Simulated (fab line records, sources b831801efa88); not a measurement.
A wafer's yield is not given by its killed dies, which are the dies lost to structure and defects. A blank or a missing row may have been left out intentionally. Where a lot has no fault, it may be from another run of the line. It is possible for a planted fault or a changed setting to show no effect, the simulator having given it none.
fab line records	flow sky130
[record] lots = 24	wafers = 72	last-day = 52
route steps=708 shown FIELD_ISO@14 NWELL@67 SPACER@306 CONTACT@430 METAL1@434
lots that met no fault: taken from a fault-free run of the same line
start-h: start of the lot's first displayed wafer, in hours after the record's first day	wait-h: hours since the lot's step before	" unchanged from the row above	L1.1+2: a single row standing in for several wafers	- no value present, or no start provided	* or withheld: withheld	< > ~ a bound
route shown NAME@n: names a module that has steps shown in the file, with the first one's number in the route	usual: mean/standard deviation of fault-free wafers	same: alike in all rows	chamber/n: place in a boat	sites: each site's reading	_std_site: the standard deviation of these	_edge_site: inner sites' mean taken away from outer sites' mean	radius-mm: how far each site lies from the wafer's centre	mask NAME#n: copy n	behind: tool/chamber where the wafer was last shaped	hold: why the lot went on hold/how many hours it stayed there/how the hold came to an end	device: names the non-switching transistor (n, p or np)	end of line: at the end of the route, the tests of the same wafers	step lacking rows: just its recipe	killed: at the first sort, the dies lost to defects and structure; wafer yield is something else	map: a wafer's dies, x killed, . not, _ none there
set.NAME: the setting as run; set.NAME@STEP: as run at that earlier step	model.NAME: the simulator's own value behind a step, which no gauge read
the route's steps for a sample of lots (tables are steps, rows are wafers)
services: when a tool's chamber went out of use (start-h, in hours from the record's first day, below 0 if earlier), for how many hours, and the reason
[[steps]]
[step SKY_FIELD_ISO_CD_MEAS_13]
[recipe] target-cd-nm = 150
[usual] cd-nm = 149.9/1.3
lot.wafer	tool	chamber	start-h	wait-h	cd-nm
L074.1	cd-sem-01	-	29.94	-	149.0
L074.3	"	-	"	"	148.3
L074.5	"	-	"	"	148.4
L075.1	cd-sem-02	-	35.98	-	149.1
L075.4	"	-	"	"	148.8
L075.5	"	-	"	"	147.8
L076.2	cd-sem-01	-	43.04	-	149.7
L076.4	"	-	"	"	149.3
L076.5	"	-	"	"	149.6
L077.2	cd-sem-02	-	46.01	-	147.7
L077.3	"	-	"	"	148.6
L077.6	"	-	"	"	149.0
L078.2	cd-sem-02	-	49.60	-	150.4
L078.4	"	-	"	"	150.0
L078.6	"	-	"	"	149.9
L079.1	cd-sem-02	-	55.32	-	149.6
L079.2	"	-	"	"	150.8
L079.3	"	-	"	"	148.3
L080.1	cd-sem-02	-	59.04	-	149.6
L080.2	"	-	"	"	151.0
L080.4	"	-	"	"	151.6
L081.2	cd-sem-02	-	64.84	-	147.5
L081.4	"	-	"	"	148.1
L081.6	"	-	"	"	147.6
L082.1	cd-sem-01	-	70.34	-	149.5
L082.4	"	-	"	"	150.1
L082.5	"	-	"	"	150.2
L083.2	cd-sem-01	-	75.54	-	148.7
L083.4	"	-	"	"	149.6
L083.6	"	-	"	"	150.2
L084.1	cd-sem-01	-	80.82	-	150.5
L084.3	"	-	"	"	149.3
L084.5	"	-	"	"	150.2
L085.2	cd-sem-01	-	88.01	-	151.8
L085.3	"	-	"	"	150.5
L085.6	"	-	"	"	152.1
L086.2	cd-sem-01	-	91.39	-	149.0
L086.4	"	-	"	"	150.6
L086.6	"	-	"	"	149.8
L087.3	cd-sem-01	-	95.67	-	152.7
L087.5	"	-	"	"	151.6
L087.6	"	-	"	"	153.1
L088.2	cd-sem-01	-	159.24	-	151.5
L088.4	"	-	"	"	150.8
L088.5	"	-	"	"	152.2
L089.3	cd-sem-01	-	160.46	-	149.4
L089.4	"	-	"	"	149.0
L089.5	"	-	"	"	149.0
L090.1	cd-sem-01	-	162.34	-	150.0
L090.3	"	-	"	"	148.5
L090.4	"	-	"	"	150.2
L091.3	cd-sem-01	-	163.10	-	147.7
L091.4	"	-	"	"	148.5
L091.5	"	-	"	"	149.0
L092.1	cd-sem-01	-	164.26	-	148.6
L092.2	"	-	"	"	147.8
L092.4	"	-	"	"	149.3
L093.1	cd-sem-01	-	164.74	-	150.0
L093.3	"	-	"	"	150.7
L093.5	"	-	"	"	150.6
L094.1	cd-sem-01	-	165.34	-	152.2
L094.3	"	-	"	"	151.5
L094.5	"	-	"	"	150.6
L095.4	cd-sem-01	-	165.88	-	149.7
L095.5	"	-	"	"	150.7
L095.6	"	-	"	"	151.6
L096.1	cd-sem-01	-	167.52	-	152.1
L096.2	"	-	"	"	150.0
L096.4	"	-	"	"	151.5
L097.1	cd-sem-01	-	168.36	-	152.4
L097.3	"	-	"	"	151.5
L097.4	"	-	"	"	150.0
[step SKY_NWELL_STRIP_14]
[recipe] chemistry = O2/N2	power-w = 1400	pressure-mtorr = 1500	platen-temp-c = withheld	o2-flow-sccm = 3000	n2-flow-sccm = 300	overash-fraction = 0.5
[usual] drypump-motor-current-A = 5.63/0.24	oes-product-au = 0.723/0.0045	strip-time-to-endpoint-s = 36.98/0.11
lot.wafer	tool	chamber	start-h	wait-h	drypump-motor-current-A	oes-product-au	rf-hours-counter-h	strip-time-to-endpoint-s
L074.1	plasma-asher-02	1	88.15	0.1	5.74	0.720	41	37.11
L074.3	"	1	"	"	5.76	0.721	-	37.10
L074.5	"	0	"	"	5.84	0.723	-	37.08
L075.1	plasma-asher-02	1	93.41	0.1	5.75	0.727	42	37.09
L075.4	"	1	"	"	5.75	0.721	-	36.92
L075.5	"	0	"	"	5.81	0.713	-	36.88
L076.2	plasma-asher-03	0	101.58	0.1	5.44	0.722	27	36.89
L076.4	"	1	"	"	5.18	0.725	-	36.99
L076.5	"	0	"	"	5.46	0.728	-	36.92
L077.2	plasma-asher-04	1	106.96	0.1	5.80	0.726	42	36.99
L077.3	"	0	"	"	5.80	0.719	-	37.12
L077.6	"	1	"	"	5.79	0.719	-	37.08
L078.2	plasma-asher-02	1	111.88	0.1	5.76	0.719	43	36.75
L078.4	"	0	"	"	5.80	0.719	-	36.78
L078.6	"	1	"	"	5.79	0.720	-	36.84
L079.1	plasma-asher-02	0	114.53	0.1	5.79	0.719	43	37.00
L079.2	"	1	"	"	5.81	0.726	43	36.99
L079.3	"	1	"	"	5.80	0.716	-	36.96
L080.1	plasma-asher-03	0	116.53	0.1	5.47	0.721	28	36.91
L080.2	"	1	"	"	5.14	0.720	28	36.92
L080.4	"	1	"	"	5.16	0.723	-	36.89
L081.2	plasma-asher-04	1	121.86	0.1	5.76	0.727	0	37.22
L081.4	"	1	"	"	5.80	0.717	-	37.26
L081.6	"	1	"	"	5.73	0.719	-	37.18
L082.1	plasma-asher-03	1	123.83	0.1	5.18	0.726	28	37.08
L082.4	"	0	"	"	5.45	0.725	-	36.99
L082.5	"	1	"	"	5.17	0.729	-	36.96
L083.2	plasma-asher-03	1	126.86	0.1	5.12	0.719	29	36.98
L083.4	"	0	"	"	5.48	0.723	-	37.01
L083.6	"	0	"	"	5.46	0.729	-	37.07
L084.1	plasma-asher-03	0	128.75	0.1	5.47	0.734	29	37.16
L084.3	"	1	"	"	5.16	0.717	-	37.08
L084.5	"	1	"	"	5.14	0.721	-	37.03
L085.2	plasma-asher-02	1	130.35	0.1	5.80	0.720	44	37.06
L085.3	"	0	"	"	5.79	0.716	-	36.93
L085.6	"	0	"	"	5.79	0.725	-	36.99
L086.2	plasma-asher-04	0	131.66	0.1	5.79	0.721	1	37.10
L086.4	"	0	"	"	5.79	0.731	-	36.96
L086.6	"	1	"	"	5.77	0.721	-	37.15
L087.3	plasma-asher-02	1	133.05	0.1	5.76	0.729	-	36.83
L087.5	"	0	"	"	5.79	0.725	-	36.85
L087.6	"	1	"	"	5.77	0.723	-	36.91
L088.2	plasma-asher-02	1	229.60	0.1	5.76	0.724	54	36.86
L088.4	"	0	"	"	5.84	0.714	-	37.00
L088.5	"	0	"	"	5.82	0.723	-	37.06
L089.3	plasma-asher-04	0	237.92	0.1	5.79	0.727	-	37.00
L089.4	"	1	"	"	5.81	0.724	-	36.98
L089.5	"	1	"	"	5.78	0.721	-	37.08
L093.1	plasma-asher-02	1	241.30	0.1	5.77	0.724	55	36.92
L093.3	"	1	"	"	5.78	0.725	-	36.95
L093.5	"	0	"	"	5.82	0.719	-	36.91
L091.3	plasma-asher-03	1	241.69	0.1	5.17	0.724	-	37.00
L091.4	"	0	"	"	5.47	0.729	-	36.85
L091.5	"	1	"	"	5.17	0.716	-	36.99
L092.1	plasma-asher-02	1	243.03	0.1	5.77	0.718	55	36.95
L092.2	"	0	"	"	5.80	0.718	55	37.06
L092.4	"	0	"	"	5.81	0.715	-	36.99
L094.1	plasma-asher-04	0	243.20	0.1	5.81	0.724	11	37.00
L094.3	"	1	"	"	5.77	0.729	-	36.83
L094.5	"	1	"	"	5.78	0.724	-	36.92
L090.1	plasma-asher-04	0	243.78	0.1	5.82	0.726	11	37.04
L090.3	"	0	"	"	5.82	0.718	-	37.07
L090.4	"	1	"	"	5.75	0.718	-	37.09
L095.4	plasma-asher-03	1	243.94	0.1	5.13	0.728	-	36.99
L095.5	"	1	"	"	5.15	0.732	-	36.96
L095.6	"	0	"	"	5.47	0.726	-	36.93
L097.1	plasma-asher-02	0	246.15	0.1	5.79	0.723	55	36.87
L097.3	"	1	"	"	5.79	0.725	-	36.77
L097.4	"	0	"	"	5.80	0.722	-	36.92
L096.1	plasma-asher-03	1	247.73	0.1	5.15	0.722	40	37.06
L096.2	"	0	"	"	5.45	0.729	40	37.20
L096.4	"	1	"	"	5.14	0.722	-	37.04
[step SKY_NWELL_RTA_28]
[recipe] temp-c = 1050	time-s = 30	idle-temp-c = 650	ramp-up-c-per-s = 150	ramp-down-c-per-s = 90	ambient = N2
[usual] lamp-power-pct = 25.31/0.05	wafer_temp_C_max = 1054.7/0.93
lot.wafer	tool	chamber	start-h	wait-h	lamp-power-pct	wafer_temp_C_max
L074.1	rtp-anneal-02	0	106.17	0.0	25.41	1054.7
L074.3	"	0	"	"	25.40	1055.2
L074.5	"	0	"	"	25.28	1054.6
L075.1	rtp-anneal-01	0	111.77	0.0	25.35	1055.0
L075.4	"	0	"	"	25.34	1056.6
L075.5	"	0	"	"	25.29	1054.7
L076.2	rtp-anneal-02	0	118.04	0.0	25.28	1055.1
L076.4	"	0	"	"	25.32	1054.9
L076.5	"	0	"	"	25.32	1054.3
L077.2	rtp-anneal-01	0	121.13	0.0	25.38	1054.0
L077.3	"	0	"	"	25.34	1053.8
L077.6	"	0	"	"	25.29	1056.7
L078.2	rtp-anneal-02	0	123.41	0.0	25.22	1053.4
L078.4	"	0	"	"	25.31	1054.7
L078.6	"	0	"	"	25.27	1054.5
L079.1	rtp-anneal-01	0	125.59	0.0	25.26	1054.0
L079.2	"	0	"	"	25.36	1054.4
L079.3	"	0	"	"	25.24	1054.3
L080.1	rtp-anneal-02	0	126.51	0.0	25.23	1055.0
L080.2	"	0	"	"	25.34	1053.6
L080.4	"	0	"	"	25.33	1054.9
L081.2	rtp-anneal-01	0	129.33	0.0	25.24	1053.9
L081.4	"	0	"	"	25.30	1055.4
L081.6	"	0	"	"	25.22	1055.4
L082.1	rtp-anneal-02	0	130.79	0.0	25.33	1056.1
L082.4	"	0	"	"	25.24	1054.5
L082.5	"	0	"	"	25.29	1055.1
L083.2	rtp-anneal-01	0	132.59	0.0	25.28	1054.7
L083.4	"	0	"	"	25.28	1055.7
L083.6	"	0	"	"	25.28	1055.5
L084.1	rtp-anneal-02	0	133.31	0.0	25.39	1055.3
L084.3	"	0	"	"	25.33	1053.8
L084.5	"	0	"	"	25.31	1054.6
L085.2	rtp-anneal-01	0	134.10	0.0	25.36	1055.7
L085.3	"	0	"	"	25.24	1053.4
L085.6	"	0	"	"	25.31	1054.8
L086.2	rtp-anneal-02	0	134.80	0.0	25.32	1054.4
L086.4	"	0	"	"	25.28	1056.9
L086.6	"	0	"	"	25.22	1054.7
L087.3	rtp-anneal-01	0	135.57	0.0	25.29	1053.5
L087.5	"	0	"	"	25.37	1055.3
L087.6	"	0	"	"	25.25	1055.4
L088.2	rtp-anneal-01	0	253.71	0.0	25.38	1054.3
L088.4	"	0	"	"	25.28	1055.7
L088.5	"	0	"	"	25.37	1055.3
L089.3	rtp-anneal-02	0	262.08	0.0	25.33	1053.4
L089.4	"	0	"	"	25.33	1054.9
L089.5	"	0	"	"	25.30	1054.7
L093.1	rtp-anneal-01	0	265.75	0.0	25.31	1054.2
L093.3	"	0	"	"	25.18	1053.3
L093.5	"	0	"	"	25.34	1055.4
L091.3	rtp-anneal-02	0	266.25	0.0	25.26	1054.8
L091.4	"	0	"	"	25.33	1055.1
L091.5	"	0	"	"	25.25	1056.0
L092.1	rtp-anneal-01	0	267.84	0.0	25.27	1054.0
L092.2	"	0	"	"	25.30	1057.1
L092.4	"	0	"	"	25.30	1054.7
L094.1	rtp-anneal-02	0	268.04	0.0	25.35	1057.0
L094.3	"	0	"	"	25.30	1056.5
L094.5	"	0	"	"	25.42	1054.8
L090.1	rtp-anneal-01	0	269.00	0.0	25.32	1055.2
L090.3	"	0	"	"	25.29	1055.4
L090.4	"	0	"	"	25.25	1054.2
L095.4	rtp-anneal-02	0	269.06	0.1	25.33	1053.9
L095.5	"	0	"	"	25.34	1054.8
L095.6	"	0	"	"	25.37	1056.2
L097.1	rtp-anneal-02	0	271.65	0.0	25.35	1054.5
L097.3	"	0	"	"	25.29	1055.8
L097.4	"	0	"	"	25.28	1055.0
L096.1	rtp-anneal-01	0	272.89	0.0	25.27	1055.5
L096.2	"	0	"	"	25.37	1054.0
L096.4	"	0	"	"	25.34	1054.2
[step SKY_SPACER_ETCHBACK_02]
[recipe] chemistry = CH3F/O2	target = Si3N4	stop-on = SiO2	source-w = 400	bias-w = 80	pressure-mtorr = 25	ch3f-flow-sccm = 40	O2_flow_sccm = 30	time-s = 46.7	target-depth-a = 450
[usual] drypump-motor-current-A = 5.7/0.65	oes-product-au = 0.854/0.0072	throttle-valve-pct = 10.562/0.0087
lot.wafer	tool	chamber	start-h	wait-h	drypump-motor-current-A	oes-product-au	rf-hours-counter-h	throttle-valve-pct
L074.1	rie-diel-02	0	562.93	0.1	5.1	0.848	9	10.570
L074.3	"	3	"	"	5.2	0.851	5	10.559
L074.5	"	1	"	"	5.3	0.854	-	10.555
L075.1	rie-diel-02	3	571.31	0.1	5.3	0.863	5	10.561
L075.4	"	1	"	"	5.3	0.851	10	10.566
L075.5	"	2	"	"	4.8	0.852	-	10.560
L076.2	rie-diel-03	3	576.26	0.0	6.3	0.831	14	10.539
L076.4	"	3	"	"	6.3	0.844	-	10.561
L076.5	"	0	"	"	5.3	0.839	-	10.555
L077.2	rie-diel-04	0	585.22	0.0	5.7	0.856	24	10.559
L077.3	"	2	"	"	6.6	0.852	32	10.558
L077.6	"	0	"	"	5.6	0.870	-	10.559
L078.2	rie-diel-03	0	587.78	0.0	5.2	0.861	23	10.565
L078.4	"	3	"	"	6.3	0.866	-	10.567
L078.6	"	1	"	"	6.4	0.877	-	10.552
L079.1	rie-diel-03	3	591.03	0.1	6.3	0.862	14	10.556
L079.2	"	0	"	"	5.3	0.853	23	10.569
L079.3	"	1	"	"	6.4	0.868	5	10.554
L080.1	rie-diel-02	1	592.24	0.1	5.3	0.854	10	10.559
L080.2	"	0	"	"	5.1	0.864	9	10.560
L080.4	"	2	"	"	4.8	0.856	4	10.573
L081.2	rie-diel-04	2	593.44	0.0	6.6	0.850	32	10.559
L081.4	"	3	"	"	6.1	0.860	2	10.555
L081.6	"	0	"	"	5.7	0.860	-	10.561
L082.1	rie-diel-03	0	593.44	0.1	5.2	0.861	23	10.561
L082.4	"	0	"	"	5.3	0.858	-	10.560
L082.5	"	1	"	"	6.5	0.859	-	10.574
L083.2	rie-diel-02	3	593.44	0.0	5.2	0.858	6	10.577
L083.4	"	0	"	"	5.1	0.858	9	10.567
L083.6	"	0	"	"	5.1	0.854	-	10.566
L084.1	rie-diel-04	1	594.65	0.1	6.7	0.848	1	10.549
L084.3	"	2	"	"	6.6	0.843	32	10.556
L084.5	"	2	"	"	6.6	0.838	-	10.549
L087.3	rie-diel-04	2	597.01	0.0	6.5	0.850	32	10.555
L087.5	"	1	"	"	6.7	0.861	-	10.564
L087.6	"	2	"	"	6.6	0.853	-	10.561
L085.2	rie-diel-04	1	600.40	0.0	6.7	0.853	1	10.564
L085.3	"	0	"	"	5.7	0.853	24	10.559
L085.6	"	1	"	"	6.7	0.859	-	10.580
L086.2	rie-diel-02	0	600.40	0.0	5.1	0.852	10	10.562
L086.4	"	2	"	"	4.8	0.851	4	10.566
L086.6	"	1	"	"	5.3	0.856	-	10.550
L088.2	rie-diel-03	2	734.64	0.0	4.9	0.853	4	10.559
L088.4	"	1	"	"	6.5	0.850	9	10.555
L088.5	"	1	"	"	6.4	0.849	-	10.566
L089.3	rie-diel-03	3	747.18	0.0	6.3	0.848	19	10.540
L089.4	"	1	"	"	6.5	0.856	9	10.545
L089.5	"	1	"	"	6.5	0.855	-	10.563
L093.1	rie-diel-02	3	749.74	0.1	5.3	0.862	8	10.565
L093.3	"	0	"	"	5.1	0.862	12	10.570
L093.5	"	2	"	"	4.8	0.863	-	10.557
L091.3	rie-diel-03	2	750.95	0.0	5.0	0.868	4	10.572
L091.4	"	3	"	"	6.3	0.860	19	10.569
L091.5	"	3	"	"	6.3	0.863	-	10.553
L092.1	rie-diel-04	2	750.95	0.1	6.6	0.847	36	10.579
L092.2	"	3	"	"	6.1	0.856	5	10.560
L092.4	"	1	"	"	6.8	0.850	5	10.548
L094.1	rie-diel-02	1	753.20	0.1	5.3	0.843	12	10.558
L094.3	"	3	"	"	5.3	0.848	8	10.564
L094.5	"	0	"	"	5.1	0.849	-	10.565
L090.1	rie-diel-03	1	756.82	0.1	6.5	0.841	9	10.567
L090.3	"	2	"	"	4.9	0.846	4	10.556
L090.4	"	3	"	"	6.3	0.857	19	10.567
L097.1	rie-diel-03	2	758.02	0.1	4.9	0.846	4	10.566
L097.3	"	0	"	"	5.3	0.849	28	10.563
L097.4	"	1	"	"	6.4	0.846	9	10.558
L095.4	rie-diel-02	2	758.04	0.0	4.8	0.856	-	10.546
L095.5	"	0	"	"	5.1	0.854	-	10.570
L095.6	"	3	"	"	5.3	0.852	-	10.557
L096.1	rie-diel-03	0	761.64	0.1	5.3	0.851	28	10.574
L096.2	"	1	"	"	6.4	0.845	9	10.562
L096.4	"	2	"	"	4.9	0.853	4	10.562
[step SKY_CONTACT_CVD_24]
[recipe] material = W	target-thk-nm = 340	time-s = 102.12	temp-c = 400	pressure-torr = 40
[usual] heater-power-w = 858/90
lot.wafer	tool	chamber	start-h	wait-h	heater-power-w	since-wet-clean-h
L074.1	cvd-w-01	0	773.91	0.0	988	370
L074.3	"	1	"	"	723	-
L074.5	"	0	"	"	987	-
L075.1	cvd-w-02	1	779.63	0.0	892	876
L075.4	"	1	"	"	879	-
L075.5	"	1	"	"	875	-
L076.2	cvd-w-01	1	783.88	0.0	729	380
L076.4	"	0	"	"	968	-
L076.5	"	0	"	"	968	-
L077.2	cvd-w-02	0	794.24	0.0	858	890
L077.3	"	0	"	"	847	-
L077.6	"	0	"	"	851	-
L078.2	cvd-w-02	0	794.61	0.0	858	891
L078.4	"	1	"	"	884	-
L078.6	"	0	"	"	865	-
L079.1	cvd-w-02	0	798.11	0.0	849	894
L079.2	"	1	"	"	893	894
L079.3	"	0	"	"	867	-
L080.1	cvd-w-01	0	798.46	0.0	985	394
L080.2	"	1	"	"	723	394
L080.4	"	1	"	"	745	-
L083.2	cvd-w-02	1	798.81	0.0	886	895
L083.4	"	1	"	"	900	-
L083.6	"	1	"	"	893	-
L082.1	cvd-w-01	0	799.43	0.0	930	395
L082.4	"	0	"	"	962	-
L082.5	"	0	"	"	977	-
L081.2	cvd-w-02	1	800.36	0.0	878	896
L081.4	"	1	"	"	887	-
L081.6	"	1	"	"	904	-
L084.1	cvd-w-02	1	801.94	0.0	871	898
L084.3	"	1	"	"	895	-
L084.5	"	0	"	"	890	-
L087.3	cvd-w-02	1	804.25	0.1	892	-
L087.5	"	1	"	"	874	-
L087.6	"	0	"	"	866	-
L085.2	cvd-w-01	1	806.26	0.0	745	402
L085.3	"	1	"	"	733	-
L085.6	"	1	"	"	733	-
L086.2	cvd-w-02	0	806.53	0.0	855	903
L086.4	"	1	"	"	895	-
L086.6	"	1	"	"	880	-
L088.2	cvd-w-02	0	930.39	0.0	766	12
L088.4	"	1	"	"	886	-
L088.5	"	1	"	"	899	-
L089.3	cvd-w-01	1	942.90	0.2	754	-
L089.4	"	0	"	"	968	-
L089.5	"	0	"	"	973	-
L093.1	cvd-w-01	0	943.47	0.0	995	539
L093.3	"	0	"	"	981	-
L093.5	"	0	"	"	965	-
L092.1	cvd-w-01	0	944.12	0.0	1005	540
L092.2	"	1	"	"	732	540
L092.4	"	0	"	"	997	-
L091.3	cvd-w-01	0	946.78	0.1	949	-
L091.4	"	1	"	"	746	-
L091.5	"	1	"	"	735	-
L094.1	cvd-w-02	1	947.28	0.0	872	29
L094.3	"	1	"	"	893	-
L094.5	"	0	"	"	777	-
L090.1	cvd-w-01	0	948.60	0.0	989	545
L090.3	"	0	"	"	940	-
L090.4	"	1	"	"	742	-
L095.4	cvd-w-01	1	950.75	0.1	722	-
L095.5	"	1	"	"	711	-
L095.6	"	0	"	"	987	-
L097.1	cvd-w-01	0	952.24	0.0	955	548
L097.3	"	0	"	"	984	-
L097.4	"	1	"	"	746	-
L096.1	cvd-w-02	1	953.19	0.0	870	35
L096.2	"	0	"	"	769	35
L096.4	"	1	"	"	895	-
[step SKY_METAL1_SPUTTER_00]
[recipe] material = Ti	target-thk-nm = 15	power-w = 3000	time-s = 10	chamber-pressure-pa = 0.4
[usual] throttle-valve-pct = 29.4/0.88
lot.wafer	tool	chamber	start-h	wait-h	throttle-valve-pct
L074.1	pvd-sputter-01	-	774.50	0.2	28.9
L074.3	"	-	"	"	29.9
L074.5	"	-	"	"	28.8
L075.1	pvd-sputter-01	-	780.33	0.1	29.0
L075.4	"	-	"	"	28.7
L075.5	"	-	"	"	29.3
L076.2	pvd-sputter-02	-	784.47	0.1	29.8
L076.4	"	-	"	"	30.0
L076.5	"	-	"	"	29.7
L077.2	pvd-sputter-01	-	794.85	0.2	29.2
L077.3	"	-	"	"	28.0
L077.6	"	-	"	"	29.7
L078.2	pvd-sputter-01	-	795.20	0.2	28.1
L078.4	"	-	"	"	29.9
L078.6	"	-	"	"	29.2
L079.1	pvd-sputter-01	-	798.70	0.2	28.1
L079.2	"	-	"	"	28.8
L079.3	"	-	"	"	28.9
L080.1	pvd-sputter-03	-	799.05	0.2	28.2
L080.2	"	-	"	"	30.3
L080.4	"	-	"	"	30.3
L083.2	pvd-sputter-02	-	799.40	0.2	28.6
L083.4	"	-	"	"	30.3
L083.6	"	-	"	"	30.2
L082.1	pvd-sputter-01	-	800.02	0.1	28.6
L082.4	"	-	"	"	29.1
L082.5	"	-	"	"	28.8
L081.2	pvd-sputter-02	-	800.95	0.1	29.8
L081.4	"	-	"	"	30.1
L081.6	"	-	"	"	30.7
L084.1	pvd-sputter-03	-	802.68	0.1	28.1
L084.3	"	-	"	"	30.4
L084.5	"	-	"	"	29.1
L087.3	pvd-sputter-02	-	804.80	0.2	28.7
L087.5	"	-	"	"	30.6
L087.6	"	-	"	"	29.9
L085.2	pvd-sputter-02	-	806.85	0.1	30.7
L085.3	"	-	"	"	29.9
L085.6	"	-	"	"	31.0
L086.2	pvd-sputter-03	-	807.12	0.2	30.2
L086.4	"	-	"	"	30.3
L086.6	"	-	"	"	30.1
L088.2	pvd-sputter-02	-	931.07	0.1	28.4
L088.4	"	-	"	"	28.5
L088.5	"	-	"	"	29.7
L089.3	pvd-sputter-01	-	943.57	0.2	29.6
L089.4	"	-	"	"	28.9
L089.5	"	-	"	"	29.8
L093.1	pvd-sputter-02	-	944.06	0.2	29.9
L093.3	"	-	"	"	28.5
L093.5	"	-	"	"	30.6
L092.1	pvd-sputter-03	-	944.71	0.2	28.3
L092.2	"	-	"	"	30.4
L092.4	"	-	"	"	30.3
L091.3	pvd-sputter-03	-	947.33	0.1	29.7
L091.4	"	-	"	"	29.2
L091.5	"	-	"	"	28.3
L094.1	pvd-sputter-02	-	947.87	0.2	30.1
L094.3	"	-	"	"	30.7
L094.5	"	-	"	"	29.8
L090.1	pvd-sputter-03	-	949.19	0.1	30.1
L090.3	"	-	"	"	30.5
L090.4	"	-	"	"	29.1
L095.4	pvd-sputter-03	-	951.31	0.2	30.3
L095.5	"	-	"	"	30.3
L095.6	"	-	"	"	30.3
L097.1	pvd-sputter-03	-	952.83	0.1	30.1
L097.3	"	-	"	"	30.5
L097.4	"	-	"	"	29.2
L096.1	pvd-sputter-02	-	953.78	0.1	28.7
L096.2	"	-	"	"	29.9
L096.4	"	-	"	"	30.3
[[services]]
tool	chamber	start-h	hours	kind
cvd-w-01	0	131.36	10.7	repair
cvd-w-01	1	133.92	2.9	repair
cvd-w-01	1	151.02	3.3	repair
cvd-w-01	-	162.43	6.9	pm
cvd-w-01	1	178.02	4.5	repair
cvd-w-02	0	185.31	3.2	repair
cvd-w-01	-	189.04	2.8	pm
cvd-w-02	-	285.02	2.8	pm
rtp-anneal-02	-	301.50	6.8	pm
cvd-w-01	-	390.00	14.0	pm
rtp-anneal-01	-	400.46	5.9	pm
cvd-w-02	1	414.51	1.4	repair
cvd-w-02	-	480.46	1.2	repair
cvd-w-02	0	511.04	8.6	repair
cvd-w-02	-	528.89	1.5	repair
cvd-w-02	-	536.81	4.3	pm
cvd-w-01	-	597.74	0.4	repair
cvd-w-02	-	610.77	14.6	pm
cvd-w-01	-	668.17	1.6	repair
cvd-w-02	-	685.65	0.6	repair
cvd-w-01	-	708.68	1.5	repair
cvd-w-02	0	778.12	8.8	repair
cvd-w-02	-	837.87	0.5	repair
cvd-w-01	-	854.45	2.0	repair
[[key]]
fault none
